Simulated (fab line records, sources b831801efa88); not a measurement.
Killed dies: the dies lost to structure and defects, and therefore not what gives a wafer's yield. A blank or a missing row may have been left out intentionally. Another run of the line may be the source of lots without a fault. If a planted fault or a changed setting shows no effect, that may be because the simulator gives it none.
fab line records	flow sky130
[record] lots = 10	wafers = 30	last-day = 50
route steps=708 shown VIA3@585 METAL4@598 CAP2M@605 PAD_OPEN@708
lots with no fault: from the same line, run without faults
start-h: the number of hours between the record's first day and the start of the first shown wafer of the lot	wait-h: time in hours since the lot's previous step	" same as the row above	L1.1+2: one row covering several wafers at once	- value missing, or start not given	* or withheld: withheld	< > ~ a bound
route shown NAME@n: names a module that has steps shown in the file, with the first one's number in the route	usual: average and standard deviation across the fault-free wafers	same: alike in all rows	chamber/n: place in a boat	sites: per-site readings	_std_site: standard deviation of those values	_edge_site: mean of outer sites minus mean of inner sites	radius-mm: how far each site lies from the wafer's centre	mask NAME#n: copy n	behind: the most recent tool/chamber to have shaped the wafer	hold: reason for holding the lot/hours on hold/outcome of the hold	device: transistor that didn't switch, given as n, p or np	end of line: at the end of the route, the tests of the same wafers	a step given without rows: its recipe and nothing more	killed: the dies lost at the first sort to structure and to defects; this is not the yield of the wafer	map: the dies of a wafer, with x for killed, . for not killed, _ for no die there
set.NAME: the setting the step ran with; set.NAME@STEP: the setting that earlier step ran with	model.NAME: the simulator's own value behind a step, which no gauge read
one table for each step of the route and one row for each wafer, over a sample of lots
services: a tool's chamber out of use, with start hour (start-h, from the record's first day; less than 0 if before it), hours out, and reason
[[steps]]
[step SKY_VIA3_CD_MEAS_12]
[recipe] target-cd-nm = 200
[usual] cd-nm = 199.3/1.6
lot.wafer	tool	chamber	start-h	wait-h	cd-nm
L464.1	cd-sem-01	-	923.79	-	198.5
L464.4	"	-	"	"	199.9
L464.5	"	-	"	"	198.5
L466.2	cd-sem-01	-	946.68	-	198.3
L466.3	"	-	"	"	197.7
L466.4	"	-	"	"	198.2
L468.2	cd-sem-01	-	958.66	-	200.3
L468.5	"	-	"	"	199.8
L468.6	"	-	"	"	200.4
L470.1	cd-sem-01	-	968.54	-	200.6
L470.2	"	-	"	"	199.3
L470.3	"	-	"	"	201.5
L471.1	cd-sem-02	-	975.48	-	199.0
L471.4	"	-	"	"	199.8
L471.5	"	-	"	"	198.7
L476.2	cd-sem-02	-	1010.91	-	203.2
L476.4	"	-	"	"	203.0
L476.6	"	-	"	"	203.4
L481.2	cd-sem-01	-	1042.01	-	197.9
L481.3	"	-	"	"	199.1
L481.4	"	-	"	"	198.7
L482.1	cd-sem-01	-	1047.29	-	198.5
L482.2	"	-	"	"	198.3
L482.4	"	-	"	"	198.3
L483.1	cd-sem-02	-	1050.09	-	198.4
L483.5	"	-	"	"	198.0
L483.6	"	-	"	"	199.6
L487.1	cd-sem-02	-	1075.29	-	197.2
L487.3	"	-	"	"	197.6
L487.6	"	-	"	"	197.9
[step SKY_VIA3_ETCH_14]
[recipe] chemistry = N2/H2	target = BARC	ion-energy-ev = 200	source-w = 500	bias-w = 100	pressure-mtorr = 30	n2-flow-sccm = 100	h2-flow-sccm = 200	stop-on = SiO2	time-s = 45.9	target-depth-a = 600
[usual] drypump-motor-current-A = 5.6/0.42	h2-flow-sccm = 200.0/0.57	oes-product-au = 0.854/0.0049	throttle-valve-pct = 13.226/0.0087
lot.wafer	tool	chamber	start-h	wait-h	drypump-motor-current-A	h2-flow-sccm	oes-product-au	rf-hours-counter-h	throttle-valve-pct
L464.1	rie-diel-02	1	923.94	0.0	6.2	199.9	0.859	6	13.216
L464.4	"	3	"	"	5.9	199.2	0.850	23	13.217
L464.5	"	2	"	"	5.3	199.1	0.853	-	13.223
L466.2	rie-diel-03	3	946.82	0.0	5.5	200.2	0.855	3	13.223
L466.3	"	0	"	"	5.4	198.8	0.853	25	13.232
L466.4	"	1	"	"	6.3	200.3	0.848	7	13.224
L468.2	rie-diel-03	1	958.79	0.0	6.3	200.3	0.853	7	13.226
L468.5	"	2	"	"	5.5	199.8	0.852	-	13.227
L468.6	"	1	"	"	6.3	199.9	0.859	-	13.223
L470.1	rie-diel-03	3	968.69	0.0	5.5	200.5	0.847	4	13.233
L470.2	"	0	"	"	5.4	200.0	0.857	26	13.234
L470.3	"	1	"	"	6.3	199.3	0.857	7	13.218
L471.1	rie-diel-02	2	975.63	0.0	5.2	199.7	0.861	8	13.224
L471.4	"	0	"	"	5.5	199.5	0.855	10	13.224
L471.5	"	3	"	"	5.9	200.2	0.857	-	13.207
L476.2	rie-diel-02	2	1011.04	0.0	5.3	200.6	0.856	10	13.227
L476.4	"	0	"	"	5.5	199.5	0.857	-	13.232
L476.6	"	2	"	"	5.2	200.3	0.858	-	13.215
L481.2	rie-diel-03	2	1042.14	0.0	5.5	199.6	0.859	8	13.237
L481.3	"	0	"	"	5.5	199.6	0.856	28	13.228
L481.4	"	1	"	"	6.3	199.1	0.843	10	13.217
L482.1	rie-diel-03	3	1047.44	0.0	5.5	199.8	0.855	7	13.225
L482.2	"	1	"	"	6.3	200.1	0.846	10	13.243
L482.4	"	0	"	"	5.5	200.4	0.858	28	13.223
L483.1	rie-diel-04	2	1050.24	0.0	5.5	200.9	0.844	15	13.226
L483.5	"	0	"	"	4.9	201.0	0.852	-	13.224
L483.6	"	3	"	"	6.3	200.3	0.849	-	13.236
L487.1	rie-diel-04	0	1075.44	0.0	4.9	200.1	0.858	16	13.240
L487.3	"	1	"	"	5.4	199.2	0.858	11	13.215
L487.6	"	1	"	"	5.4	199.4	0.859	-	13.219
[step SKY_METAL4_SPUTTER_00]
[recipe] material = Ti	target-thk-nm = 15	power-w = 3000	time-s = 10	chamber-pressure-pa = 0.4
[usual] throttle-valve-pct = 30.2/0.93
lot.wafer	tool	chamber	start-h	wait-h	throttle-valve-pct
L464.1	pvd-sputter-03	-	925.30	0.1	30.3
L464.4	"	-	"	"	30.5
L464.5	"	-	"	"	32.0
L466.2	pvd-sputter-01	-	948.21	0.1	30.9
L466.3	"	-	"	"	30.4
L466.4	"	-	"	"	29.9
L468.2	pvd-sputter-02	-	960.15	0.1	29.2
L468.5	"	-	"	"	28.1
L468.6	"	-	"	"	29.3
L470.1	pvd-sputter-02	-	970.49	0.1	30.7
L470.2	"	-	"	"	28.5
L470.3	"	-	"	"	29.3
L471.1	pvd-sputter-03	-	977.11	0.2	29.6
L471.4	"	-	"	"	30.8
L471.5	"	-	"	"	31.1
L476.2	pvd-sputter-02	-	1012.40	0.2	30.2
L476.4	"	-	"	"	28.1
L476.6	"	-	"	"	29.5
L481.2	pvd-sputter-01	-	1043.52	0.1	29.1
L481.3	"	-	"	"	30.4
L481.4	"	-	"	"	31.1
L482.1	pvd-sputter-02	-	1048.96	0.1	30.3
L482.2	"	-	"	"	28.2
L482.4	"	-	"	"	30.6
L483.1	pvd-sputter-01	-	1052.16	0.2	30.6
L483.5	"	-	"	"	30.3
L483.6	"	-	"	"	29.2
L487.1	pvd-sputter-03	-	1076.82	0.2	30.8
L487.3	"	-	"	"	30.0
L487.6	"	-	"	"	29.5
[step SKY_CAP2M_SPUTTER_02]
[recipe] material = TiN	target-thk-nm = 200	temp-c = 300	power-w = 6500	time-s = 166.7	chamber-pressure-pa = 0.4
[usual] throttle-valve-pct = 29.9/1.2
lot.wafer	tool	chamber	start-h	wait-h	throttle-valve-pct
L464.1	pvd-sputter-01	-	925.54	0.1	30.3
L464.4	"	-	"	"	29.3
L464.5	"	-	"	"	30.0
L466.2	pvd-sputter-03	-	948.45	0.0	29.5
L466.3	"	-	"	"	31.7
L466.4	"	-	"	"	30.3
L468.2	pvd-sputter-04	-	960.39	0.0	31.5
L468.5	"	-	"	"	31.6
L468.6	"	-	"	"	28.5
L470.1	pvd-sputter-01	-	970.73	0.1	29.8
L470.2	"	-	"	"	30.0
L470.3	"	-	"	"	29.4
L471.1	pvd-sputter-01	-	977.34	0.1	29.2
L471.4	"	-	"	"	30.9
L471.5	"	-	"	"	31.0
L476.2	pvd-sputter-04	-	1012.64	0.0	28.6
L476.4	"	-	"	"	31.6
L476.6	"	-	"	"	27.9
L481.2	pvd-sputter-03	-	1043.75	0.0	30.9
L481.3	"	-	"	"	30.0
L481.4	"	-	"	"	30.4
L482.1	pvd-sputter-03	-	1049.19	0.1	30.2
L482.2	"	-	"	"	29.7
L482.4	"	-	"	"	31.9
L483.1	pvd-sputter-03	-	1052.42	0.1	32.1
L483.5	"	-	"	"	31.7
L483.6	"	-	"	"	30.6
L487.1	pvd-sputter-04	-	1077.05	0.1	31.4
L487.3	"	-	"	"	29.1
L487.6	"	-	"	"	28.2
[step SKY_CAP2M_RS_MEAS_03]
[recipe] thk-meas-gauge = four-point-probe	reads = TiN_of_CAP2M_SPUTTER_02
[usual] CAP2M_TIN_RS = 6.87/0.053
lot.wafer	tool	chamber	start-h	wait-h	CAP2M_TIN_RS[ohm/sq]
L464.1	film-metro-01	-	925.65	0.1	6.88
L464.4	"	-	"	"	6.82
L464.5	"	-	"	"	6.94
L466.2	film-metro-03	-	948.58	0.1	6.88
L466.3	"	-	"	"	6.94
L466.4	"	-	"	"	6.85
L468.2	film-metro-03	-	960.52	0.1	6.89
L468.5	"	-	"	"	6.84
L468.6	"	-	"	"	6.88
L470.1	film-metro-03	-	970.84	0.1	6.83
L470.2	"	-	"	"	6.81
L470.3	"	-	"	"	6.74
L471.1	film-metro-04	-	977.45	0.1	6.81
L471.4	"	-	"	"	6.76
L471.5	"	-	"	"	6.79
L476.2	film-metro-04	-	1012.77	0.1	6.91
L476.4	"	-	"	"	6.90
L476.6	"	-	"	"	6.89
L481.2	film-metro-04	-	1043.88	0.1	6.87
L481.3	"	-	"	"	6.92
L481.4	"	-	"	"	6.86
L482.1	film-metro-04	-	1049.30	0.1	8.31
L482.2	"	-	"	"	8.48
L482.4	"	-	"	"	8.40
L483.1	film-metro-01	-	1052.58	0.1	8.47
L483.5	"	-	"	"	8.55
L483.6	"	-	"	"	8.37
L487.1	film-metro-04	-	1077.16	0.1	6.80
L487.3	"	-	"	"	6.87
L487.6	"	-	"	"	6.82
[step SKY_CAP2M_THK_MEAS_04]
[recipe] thk-meas-gauge = xrf	reads = TiN_of_CAP2M_SPUTTER_02
[usual] CAP2M_TIN_THK = 199.9/1.7
lot.wafer	tool	chamber	start-h	wait-h	CAP2M_TIN_THK[nm]
L464.1	film-metro-01	-	925.77	0.1	198.4
L464.4	"	-	"	"	201.1
L464.5	"	-	"	"	197.9
L466.2	film-metro-03	-	948.69	0.1	198.9
L466.3	"	-	"	"	197.4
L466.4	"	-	"	"	199.8
L468.2	film-metro-03	-	960.63	0.1	198.7
L468.5	"	-	"	"	199.9
L468.6	"	-	"	"	199.7
L470.1	film-metro-03	-	970.96	0.1	200.9
L470.2	"	-	"	"	200.8
L470.3	"	-	"	"	203.4
L471.1	film-metro-04	-	977.57	0.1	202.0
L471.4	"	-	"	"	203.0
L471.5	"	-	"	"	203.6
L476.2	film-metro-04	-	1012.88	0.1	199.3
L476.4	"	-	"	"	199.6
L476.6	"	-	"	"	200.3
L481.2	film-metro-04	-	1043.99	0.1	201.4
L481.3	"	-	"	"	200.4
L481.4	"	-	"	"	202.0
L482.1	film-metro-04	-	1049.42	0.1	167.2
L482.2	"	-	"	"	164.1
L482.4	"	-	"	"	165.3
L483.1	film-metro-01	-	1052.70	0.1	163.5
L483.5	"	-	"	"	161.1
L483.6	"	-	"	"	165.1
L487.1	film-metro-04	-	1077.28	0.1	202.4
L487.3	"	-	"	"	200.6
L487.6	"	-	"	"	201.2
[step SKY_CAP2M_METAL_ETCH_13]
[recipe] target-depth-nm = 220	stop-on = SiO2	chemistry = Cl2/BCl3	target = TiN	pressure-mtorr = 10	icp-w = 900	bias-w = 48.5	Cl2_flow_sccm = 60	bcl3-flow-sccm = 30	time-s = 62.9
[usual] drypump-motor-current-A = 5.6/0.39	oes-product-au = 0.945/0.0058	throttle-valve-pct = 21.899/0.0091
lot.wafer	tool	chamber	start-h	wait-h	drypump-motor-current-A	oes-product-au	rf-hours-counter-h	throttle-valve-pct
L464.1	rie-metal-01	0	949.27	0.0	5.6	0.946	6	21.888
L464.4	"	0	"	"	5.6	0.948	-	21.888
L464.5	"	0	"	"	5.6	0.941	-	21.887
L466.2	rie-metal-04	0	972.70	0.0	4.6	0.949	12	21.920
L466.3	"	0	"	"	4.6	0.934	-	21.895
L466.4	"	1	"	"	5.9	0.950	-	21.893
L468.2	rie-metal-04	0	984.06	0.0	4.7	0.953	12	21.901
L468.5	"	1	"	"	5.9	0.947	-	21.895
L468.6	"	0	"	"	4.7	0.945	-	21.883
L470.1	rie-metal-01	1	994.71	0.0	5.6	0.938	13	21.894
L470.2	"	0	"	"	5.6	0.948	9	21.897
L470.3	"	1	"	"	5.5	0.956	-	21.885
L471.1	rie-metal-01	0	1000.77	0.0	5.6	0.959	9	21.903
L471.4	"	1	"	"	5.6	0.946	-	21.895
L471.5	"	0	"	"	5.6	0.951	-	21.889
L476.2	rie-metal-04	0	1035.12	0.0	4.7	0.942	15	21.915
L476.4	"	0	"	"	4.6	0.946	-	21.902
L476.6	"	0	"	"	4.7	0.946	-	21.920
L481.2	rie-metal-01	0	1065.07	0.0	5.6	0.949	13	21.892
L481.3	"	0	"	"	5.6	0.950	-	21.902
L481.4	"	1	"	"	5.6	0.951	-	21.889
L482.1	rie-metal-01	0	1070.61	0.0	5.6	0.846	13	21.969
L482.2	"	1	"	"	5.6	0.840	18	21.967
L482.4	"	1	"	"	5.6	0.846	-	21.962
L483.1	rie-metal-01	0	1073.56	0.0	5.6	0.843	14	21.959
L483.5	"	0	"	"	5.6	0.837	-	21.966
L483.6	"	1	"	"	5.6	0.850	-	21.958
L487.1	rie-metal-01	0	1097.21	0.0	5.6	0.951	15	21.889
L487.3	"	0	"	"	5.6	0.946	-	21.888
L487.6	"	1	"	"	5.6	0.950	-	21.902
[step SKY_PAD_OPEN_PROBE_99]
[usual] defect-limited-yield = 82.3/2	killed_at_M0_to_M3 = 43/7.3	killed_at_M4_up = 3.2/1.8	killed-at-contacts = 24/5.8	killed-at-front-end = 16/4.5	killed-at-other = 0.3/0.53	killed-dies = 87/9.9	killed-open = 48/6.8	killed-short = 39/6.9	sort_bin_3_pad_short = 0.8/0.42	sort_bin_5_function = 10.4/1.6	sort_bin_6_memory = 6.4/1.2	sort-n-pass = 405/9.9	sort-yield-pct = 82.3/2
[same] gross-dies = 492	killed-at-back-side = 0	sort_bin_4_leakage[%] = 0	sort_bin_8_speed[%] = 0
lot.wafer	tool	chamber	start-h	wait-h	defect-limited-yield[%]	killed_at_M0_to_M3	killed_at_M4_up	killed-at-contacts	killed-at-front-end	killed-at-other	killed-dies	killed-open	killed-short	sort_bin_3_pad_short[%]	sort_bin_5_function[%]	sort_bin_6_memory[%]	sort-n-pass	sort-yield-pct[%]
L464.1	prober-01	-	1071.04	0.1	81.7	49	3	23	15	0	90	42	48	1.4	10.8	6.1	402	81.7
L464.4	prober-01	-	1071.19	0.2	82.7	47	2	24	12	0	85	45	40	0.2	11.6	5.5	407	82.7
L464.5	prober-01	-	1071.24	0.2	85.8	37	3	22	8	0	70	36	34	1.0	8.1	5.1	422	85.8
L466.2	prober-01	-	1092.94	0.1	86.0	28	4	17	19	1	69	36	33	0.4	8.1	5.5	423	86.0
L466.3	prober-01	-	1092.99	0.2	84.1	43	2	16	16	1	78	50	28	0.8	10.8	4.3	414	84.1
L466.4	prober-01	-	1093.04	0.2	83.7	50	1	12	17	0	80	49	31	0.6	9.8	5.9	412	83.7
L468.2	prober-02	-	1100.86	0.1	82.1	43	5	19	21	0	88	47	41	1.0	11.6	5.3	404	82.1
L468.5	prober-02	-	1101.01	0.2	82.3	43	0	24	20	0	87	50	37	0.8	11.2	5.7	405	82.3
L468.6	prober-02	-	1101.06	0.2	80.7	47	3	25	20	0	95	51	44	1.0	11.8	6.5	397	80.7
L470.1	prober-01	-	1109.19	0.1	84.8	39	2	14	20	0	75	43	32	0.4	8.3	6.5	417	84.8
L470.2	prober-01	-	1109.24	0.1	80.9	41	4	23	25	1	94	54	40	1.2	10.0	7.9	398	80.9
L470.3	prober-01	-	1109.29	0.2	81.9	42	4	24	19	0	89	43	46	1.0	10.0	7.1	403	81.9
L471.1	prober-02	-	1114.72	0.1	80.5	46	4	26	20	0	96	46	50	1.0	11.6	6.9	396	80.5
L471.4	prober-02	-	1114.87	0.2	81.5	54	1	26	10	0	91	56	35	1.0	10.6	6.9	401	81.5
L471.5	prober-02	-	1114.92	0.2	81.3	40	3	35	14	0	92	57	35	1.2	10.6	6.9	400	81.3
L476.2	prober-02	-	1142.93	0.1	81.3	47	2	32	11	0	92	52	40	0.6	11.4	6.7	400	81.3
L476.4	prober-02	-	1143.03	0.2	81.5	47	5	20	19	0	91	44	47	0.8	12.4	5.3	401	81.5
L476.6	prober-02	-	1143.13	0.2	80.7	52	3	23	17	0	95	60	35	0.4	11.6	7.3	397	80.7
L481.2	prober-02	-	1168.10	0.1	81.3	48	3	29	12	0	92	56	36	0.4	9.6	8.7	400	81.3
L481.3	prober-02	-	1168.15	0.2	80.7	40	5	23	27	0	95	47	48	1.2	11.6	6.5	397	80.7
L481.4	prober-02	-	1168.20	0.2	81.7	52	5	16	17	0	90	42	48	1.2	10.0	7.1	402	81.7
L482.1	prober-01	-	1173.23	0.1	81.1	34	9	26	23	1	93	46	47	1.2	8.9	8.7	399	81.1
L482.2	prober-01	-	1173.28	0.1	80.5	52	1	16	27	0	96	48	48	1.6	9.6	8.3	396	80.5
L482.4	prober-01	-	1173.38	0.2	80.7	45	4	29	17	0	95	52	43	0.6	11.6	7.1	397	80.7
L483.1	prober-02	-	1174.73	0.1	81.3	44	3	24	20	1	92	60	32	1.2	11.4	6.1	400	81.3
L483.5	prober-02	-	1174.93	0.2	83.5	41	3	23	14	0	81	46	35	0.6	10.4	5.5	411	83.5
L483.6	prober-02	-	1174.98	0.2	82.5	42	5	24	15	0	86	45	41	1.0	9.1	7.3	406	82.5
L487.1	prober-02	-	1193.15	0.1	80.3	56	4	21	16	0	97	55	42	2.0	9.6	8.1	395	80.3
L487.3	prober-02	-	1193.25	0.2	81.5	47	3	23	18	0	91	57	34	1.2	10.4	6.9	401	81.5
L487.6	prober-02	-	1193.40	0.2	83.9	37	3	21	18	0	79	46	33	0.8	8.7	6.5	413	83.9
// killed by level:class
L464.1 VIA1:geometric-particle:open=8 LOCAL_INTERCONNECT:geometric-particle:short=7 CONTACT:geometric-particle:open=7 VIA3:geometric-particle:short=6 VIA3:geometric-particle:open=6 FIELD_ISO:geometric-particle:short=5 LI_CONTACT:geometric-particle:open=5 METAL1:geometric-particle:short=5
L464.4 CONTACT:geometric-particle:open=12 VIA3:geometric-particle:open=12 METAL2:geometric-particle:short=8 LOCAL_INTERCONNECT:geometric-particle:short=6 VIA2:geometric-particle:open=6 VIA1:geometric-particle:open=6 VIA1:geometric-particle:short=4 VIA3:geometric-particle:short=4
L464.5 VIA2:geometric-particle:open=10 CONTACT:geometric-particle:open=8 METAL2:geometric-particle:short=7 VIA1:geometric-particle:open=7 LI_CONTACT:geometric-particle:short=4 LI_CONTACT:geometric-particle:open=4 POLY_GATE:geometric-particle:open=3 LOCAL_INTERCONNECT:geometric-particle:short=3
L466.2 VIA3:geometric-particle:open=9 CONTACT:geometric-particle:open=8 VIA1:geometric-particle:open=8 POLY_GATE:geometric-particle:short=7 CONTACT:geometric-particle:short=6 POLY_GATE:geometric-particle:open=4 METAL4:geometric-particle:short=4 VIA3:geometric-particle:short=3
L466.3 VIA3:geometric-particle:open=11 CONTACT:geometric-particle:open=10 VIA1:geometric-particle:open=10 POLY_GATE:geometric-particle:open=5 METAL1:geometric-particle:short=5 POLY_GATE:geometric-particle:short=4 VIA1:geometric-particle:short=4 VIA3:geometric-particle:short=3
L466.4 VIA1:geometric-particle:open=12 VIA3:geometric-particle:open=10 METAL1:geometric-particle:short=7 VIA2:geometric-particle:open=7 LI_CONTACT:geometric-particle:open=6 FIELD_ISO:geometric-particle:short=5 POLY_GATE:geometric-particle:short=4 VIA1:geometric-particle:short=4
L468.2 VIA3:geometric-particle:open=9 CONTACT:geometric-particle:open=8 VIA1:geometric-particle:open=8 VIA2:geometric-particle:open=6 METAL1:geometric-particle:short=6 VIA1:geometric-particle:short=6 FIELD_ISO:geometric-particle:short=5 FIELD_ISO:geometric-particle:open=5
L468.5 LI_CONTACT:geometric-particle:open=13 FIELD_ISO:geometric-particle:short=7 VIA1:geometric-particle:short=7 VIA1:geometric-particle:open=7 FIELD_ISO:geometric-particle:open=6 METAL1:geometric-particle:short=6 METAL2:geometric-particle:short=6 VIA2:geometric-particle:open=5
L468.6 LOCAL_INTERCONNECT:geometric-particle:short=10 VIA2:geometric-particle:open=10 LI_CONTACT:geometric-particle:open=8 METAL1:geometric-particle:short=7 VIA1:geometric-particle:open=7 METAL2:geometric-particle:short=7 VIA3:geometric-particle:open=7 CONTACT:geometric-particle:open=5
L470.1 VIA1:geometric-particle:open=14 VIA3:geometric-particle:open=6 CONTACT:geometric-particle:open=5 FIELD_ISO:geometric-particle:short=4 POLY_GATE:geometric-particle:short=4 VIA3:geometric-particle:short=4 POLY_CUT:geometric-particle:short=3 POLY_GATE:geometric-particle:open=3
L470.2 CONTACT:geometric-particle:open=9 FIELD_ISO:geometric-particle:open=8 VIA1:geometric-particle:open=8 METAL1:geometric-particle:short=8 VIA2:geometric-particle:open=8 LI_CONTACT:geometric-particle:open=7 POLY_GATE:geometric-particle:short=5 FIELD_ISO:geometric-particle:short=4
L470.3 VIA1:geometric-particle:open=11 CONTACT:geometric-particle:open=10 VIA1:geometric-particle:short=7 LI_CONTACT:geometric-particle:open=5 METAL1:geometric-particle:short=5 VIA3:geometric-particle:open=5 FIELD_ISO:geometric-particle:short=4 POLY_GATE:geometric-particle:short=4
L471.1 METAL1:geometric-particle:short=11 VIA3:geometric-particle:open=11 CONTACT:geometric-particle:open=9 POLY_GATE:geometric-particle:short=6 CONTACT:geometric-particle:short=6 POLY_GATE:geometric-particle:open=5 VIA1:geometric-particle:open=5 FIELD_ISO:geometric-particle:short=4
L471.4 CONTACT:geometric-particle:open=15 VIA3:geometric-particle:open=11 METAL1:geometric-particle:short=9 LI_CONTACT:geometric-particle:open=8 VIA1:geometric-particle:open=8 VIA3:geometric-particle:short=7 VIA2:geometric-particle:open=5 METAL3:geometric-particle:short=5
L471.5 LI_CONTACT:geometric-particle:open=12 CONTACT:geometric-particle:open=10 VIA1:geometric-particle:open=9 VIA2:geometric-particle:open=8 VIA3:geometric-particle:open=7 CONTACT:geometric-particle:short=6 FIELD_ISO:geometric-particle:open=5 METAL1:geometric-particle:short=5
L476.2 VIA1:geometric-particle:open=16 CONTACT:geometric-particle:open=11 LI_CONTACT:geometric-particle:open=9 METAL2:geometric-particle:short=6 VIA1:geometric-particle:short=5 CONTACT:geometric-particle:short=5 VIA2:geometric-particle:open=5 POLY_GATE:geometric-particle:open=4
L476.4 METAL2:geometric-particle:short=9 VIA3:geometric-particle:open=7 VIA2:geometric-particle:open=6 VIA1:geometric-particle:open=6 FIELD_ISO:geometric-particle:open=5 LI_CONTACT:geometric-particle:open=5 METAL1:geometric-particle:short=5 FIELD_ISO:geometric-particle:short=4
L476.6 VIA1:geometric-particle:open=14 CONTACT:geometric-particle:open=9 FIELD_ISO:geometric-particle:open=8 POLY_GATE:geometric-particle:open=6 LI_CONTACT:geometric-particle:open=6 METAL1:geometric-particle:short=6 METAL2:geometric-particle:short=6 VIA2:geometric-particle:open=6
L481.2 CONTACT:geometric-particle:open=14 VIA1:geometric-particle:open=11 VIA1:geometric-particle:short=9 LI_CONTACT:geometric-particle:open=8 VIA2:geometric-particle:open=6 FIELD_ISO:geometric-particle:open=5 METAL1:geometric-particle:short=4 METAL2:geometric-particle:short=4
L481.3 VIA1:geometric-particle:open=8 FIELD_ISO:geometric-particle:short=7 VIA3:geometric-particle:open=7 LI_CONTACT:geometric-particle:open=6 VIA2:geometric-particle:open=6 SPACER:geometric-particle:short=5 LOCAL_INTERCONNECT:geometric-particle:short=5 CONTACT:geometric-particle:short=5
L481.4 VIA2:geometric-particle:open=11 VIA1:geometric-particle:open=10 FIELD_ISO:geometric-particle:short=8 VIA1:geometric-particle:short=7 VIA3:geometric-particle:open=6 LOCAL_INTERCONNECT:geometric-particle:short=5 LI_CONTACT:geometric-particle:open=5 CONTACT:geometric-particle:open=5
L482.1 CONTACT:geometric-particle:open=11 VIA1:geometric-particle:open=11 FIELD_ISO:geometric-particle:short=8 METAL2:geometric-particle:short=7 FIELD_ISO:geometric-particle:open=6 POLY_GATE:geometric-particle:short=5 LI_CONTACT:geometric-particle:open=5 METAL4:geometric-particle:short=5
L482.2 VIA3:geometric-particle:open=10 CONTACT:geometric-particle:open=9 FIELD_ISO:geometric-particle:short=8 VIA1:geometric-particle:open=8 METAL1:geometric-particle:short=8 FIELD_ISO:geometric-particle:open=5 POLY_GATE:geometric-particle:short=5 METAL2:geometric-particle:short=5
L482.4 CONTACT:geometric-particle:open=11 VIA1:geometric-particle:open=10 LI_CONTACT:geometric-particle:open=8 METAL2:geometric-particle:short=8 VIA2:geometric-particle:open=7 POLY_GATE:geometric-particle:open=6 METAL1:geometric-particle:short=5 METAL3:geometric-particle:short=5
L483.1 VIA1:geometric-particle:open=15 CONTACT:geometric-particle:open=11 VIA2:geometric-particle:open=7 FIELD_ISO:geometric-particle:open=5 METAL2:geometric-particle:short=5 FIELD_ISO:geometric-particle:short=4 POLY_GATE:geometric-particle:open=4 LOCAL_INTERCONNECT:geometric-particle:short=4
L483.5 METAL2:geometric-particle:short=10 CONTACT:geometric-particle:open=9 VIA1:geometric-particle:open=9 POLY_GATE:geometric-particle:open=6 METAL2:geometric-particle:open=6 VIA2:geometric-particle:open=5 LI_CONTACT:geometric-particle:open=4 LOCAL_INTERCONNECT:geometric-particle:short=4
L483.6 CONTACT:geometric-particle:open=10 VIA1:geometric-particle:short=7 VIA1:geometric-particle:open=7 VIA3:geometric-particle:open=7 FIELD_ISO:geometric-particle:open=6 CONTACT:geometric-particle:short=6 METAL1:geometric-particle:short=6 LI_CONTACT:geometric-particle:open=5
L487.1 VIA1:geometric-particle:open=11 VIA2:geometric-particle:open=10 CONTACT:geometric-particle:open=8 VIA1:geometric-particle:short=8 METAL2:geometric-particle:short=8 VIA2:geometric-particle:short=7 LI_CONTACT:geometric-particle:open=7 VIA3:geometric-particle:open=6
L487.3 VIA1:geometric-particle:open=12 VIA2:geometric-particle:open=11 METAL1:geometric-particle:short=8 FIELD_ISO:geometric-particle:open=6 CONTACT:geometric-particle:open=6 LI_CONTACT:geometric-particle:open=5 LI_CONTACT:geometric-particle:short=5 METAL2:geometric-particle:short=4
L487.6 VIA1:geometric-particle:open=11 LI_CONTACT:geometric-particle:open=8 POLY_GATE:geometric-particle:open=6 POLY_GATE:geometric-particle:short=5 CONTACT:geometric-particle:open=5 METAL2:geometric-particle:short=5 VIA3:geometric-particle:open=5 LI_CONTACT:geometric-particle:short=4
[[services]]
tool	chamber	start-h	hours	kind
rie-metal-04	-	919.38	0.6	repair
rie-diel-03	0	927.88	3.5	repair
rie-metal-01	1	944.94	5.5	repair
pvd-sputter-03	-	966.99	1.4	repair
rie-diel-04	2	968.67	16.7	repair
rie-diel-04	-	979.03	0.4	repair
rie-metal-04	-	981.89	0.3	repair
rie-diel-02	3	988.49	2.6	repair
rie-diel-02	3	991.11	-	clean
rie-diel-02	3	991.11	25.7	scheduled-down
rie-diel-02	3	991.11	25.7	vent-cycle
rie-diel-03	3	992.40	1.3	repair
pvd-sputter-03	-	997.30	3.7	repair
rie-diel-04	2	1006.71	5.0	repair
rie-diel-02	1	1013.53	10.8	repair
rie-diel-03	-	1021.90	2.8	pm
rie-diel-04	1	1027.84	20.8	repair
pvd-sputter-01	-	1065.34	3.5	repair
pvd-sputter-02	-	1096.19	4.7	repair
[[key]]
[first-sign] step = SKY_CAP2M_RS_MEAS_03	reading = CAP2M_TIN_RS	direction = up	sigmas = 29	usual = 6.87	struck = 8.43
[effect] step = SKY_CAP2M_THK_MEAS_04	reading = CAP2M_TIN_THK	direction = down	sigmas = 21	usual = 199.9	struck = 164.4
[effect] step = SKY_CAP2M_METAL_ETCH_13	reading = oes-product-au	direction = down	sigmas = 18	usual = 0.945	struck = 0.844
met-at SKY_CAP2M_SPUTTER_02
struck-lots L482,L483
not-acting-at SKY_VIA3_CD_MEAS_12,SKY_VIA3_ETCH_14,SKY_METAL4_SPUTTER_00
onset-between 1043.75 1049.19
[fault] kind = process-parameter-drift	tool = pvd-sputter-03	chamber = -	onset-h = 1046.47	steps = SKY_CAP2M_SPUTTER_02	channel = time-s	offset = *	shape = step	end-h = 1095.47	acts-in = *	stated = *
